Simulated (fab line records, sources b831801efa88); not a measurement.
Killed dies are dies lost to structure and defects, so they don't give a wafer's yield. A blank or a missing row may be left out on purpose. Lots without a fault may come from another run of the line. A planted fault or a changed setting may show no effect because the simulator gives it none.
One fault seen from 2 desks | flow gf180mcu | each desk has only its own numbers; what lay behind them comes last

THE TOOL OWNER'S DESK: rtp_anneal-01
The tool's own readings at GF_PSD_RTA_13 (time 20 s): means of the sampled wafers that have a number, for each lot that ran on this tool. A lot is out of limits, marked OUT, if its mean lies more than 4 standard deviations from the usual mean; the brackets give that distance.
Columns: A = lamp_power_pct at GF_PSD_RTA_13, usual 32.8 %; B = run_length_s at GF_PSD_RTA_13, usual 48.7 s; C = wafer_temp_C_max at GF_PSD_RTA_13, usual 1028.7
lot  | first seen here | A    | B              | C
L899 | day 14 21:16    | 32.3 | 48.6           | 1028.8
L900 | day 15 12:57    | 32.3 | 48.8           | 1027.9
L901 | day 15 14:15    | 32.3 | 48.6           | 1028.6
L903 | day 16 15:46    | 32.3 | 72.6 (+38) OUT | 1028.5
L905 | day 16 20:52    | 32.3 | 56.5 (+12) OUT | 1028.3
L904 | day 16 21:51    | 32.3 | 56.4 (+12) OUT | 1028.3
L913 | day 20 00:51    | 32.3 | 48.6           | 1027.6
L916 | day 20 22:53    | 32.2 | 48.5           | 1029.2
L918 | day 21 10:41    | 32.3 | 48.6           | 1027.9
L919 | day 21 22:01    | 32.3 | 48.4           | 1027.9
L921 | day 22 06:16    | 32.3 | 48.6           | 1029.8
This desk's finding: out of limits on L903, L904, L905; first on L903, day 16 15:46 (run_length_s at GF_PSD_RTA_13). In limits: L899, L900, L901, L913, L916, L918, L919, L921.

THE METROLOGY DESK
What the gauges read, lot by lot, whatever tool the lot ran on: means of the sampled wafers that have a number. A lot is out of limits, marked OUT, if its mean lies more than 4 standard deviations from the usual mean; the brackets give that distance.
Columns: A = HV_LDD_CVD_54_THK at GF_HV_LDD_THK_MEAS_55, usual 9.96 nm; B = cd_nm at GF_NSD_CD_MEAS_07, usual 400.2 nm; C = NSD_RS at GF_PSD_RS_MEAS_14, usual 46.10 ohm/sq; D = PSD_RS at GF_PSD_RS_MEAS_15, usual 108.50 ohm/sq
lot  | first seen here | A     | B     | C               | D
L898 | day 12 00:43    | 10.10 | 400.3 | 46.16           | 108.40
L899 | day 13 01:43    | 10.04 | 397.9 | 46.06           | 108.41
L900 | day 13 16:31    | 10.09 | 397.8 | 46.08           | 108.49
L901 | day 13 18:34    | 9.97  | 401.1 | 46.10           | 108.50
L903 | day 14 18:28    | 9.73  | 400.4 | 41.86 (-55) OUT | 100.72 (-32) OUT
L905 | day 14 22:09    | 9.98  | 398.3 | 44.62 (-19) OUT | 105.65 (-12) OUT
L904 | day 14 22:57    | 10.08 | 400.4 | 44.79 (-17) OUT | 106.43 (-8.6) OUT
L913 | day 17 21:27    | 9.88  | 401.2 | 46.14           | 108.60
L914 | day 17 23:27    | 9.89  | 397.1 | 46.14           | 108.63
L916 | day 18 19:26    | 9.94  | 399.6 | 46.15           | 108.45
L918 | day 19 06:57    | 10.09 | 399.6 | 46.14           | 108.38
L919 | day 19 18:52    | 10.01 | 404.7 | 46.01           | 108.01
L921 | day 20 04:06    | 9.86  | 401.3 | 45.99           | 108.26
This desk's finding: out of limits on L903, L904, L905; first on L903, day 16 15:50 (NSD_RS at GF_PSD_RS_MEAS_14). In limits: L898, L899, L900, L901, L913, L914, L916, L918, L919, L921.

PUT TOGETHER
The tool owner's desk could have raised an alarm at day 16 15:46, on L903, L904, L905.
The metrology desk could have raised an alarm at day 16 15:50, on L903, L904, L905.
Of the lots named, all ran GF_PSD_RTA_13 on rtp_anneal-01.

WHAT THE SIMULATOR HAD PUT IN
Process parameter drift: rtp_anneal-01, from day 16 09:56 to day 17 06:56, at GF_PSD_RTA_13. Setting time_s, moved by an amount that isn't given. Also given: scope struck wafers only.
Lots struck among those shown: L903, L904, L905.
Hours from the fault's start to each desk's first reading out of limits: the tool owner's desk, 6; the metrology desk, 6.
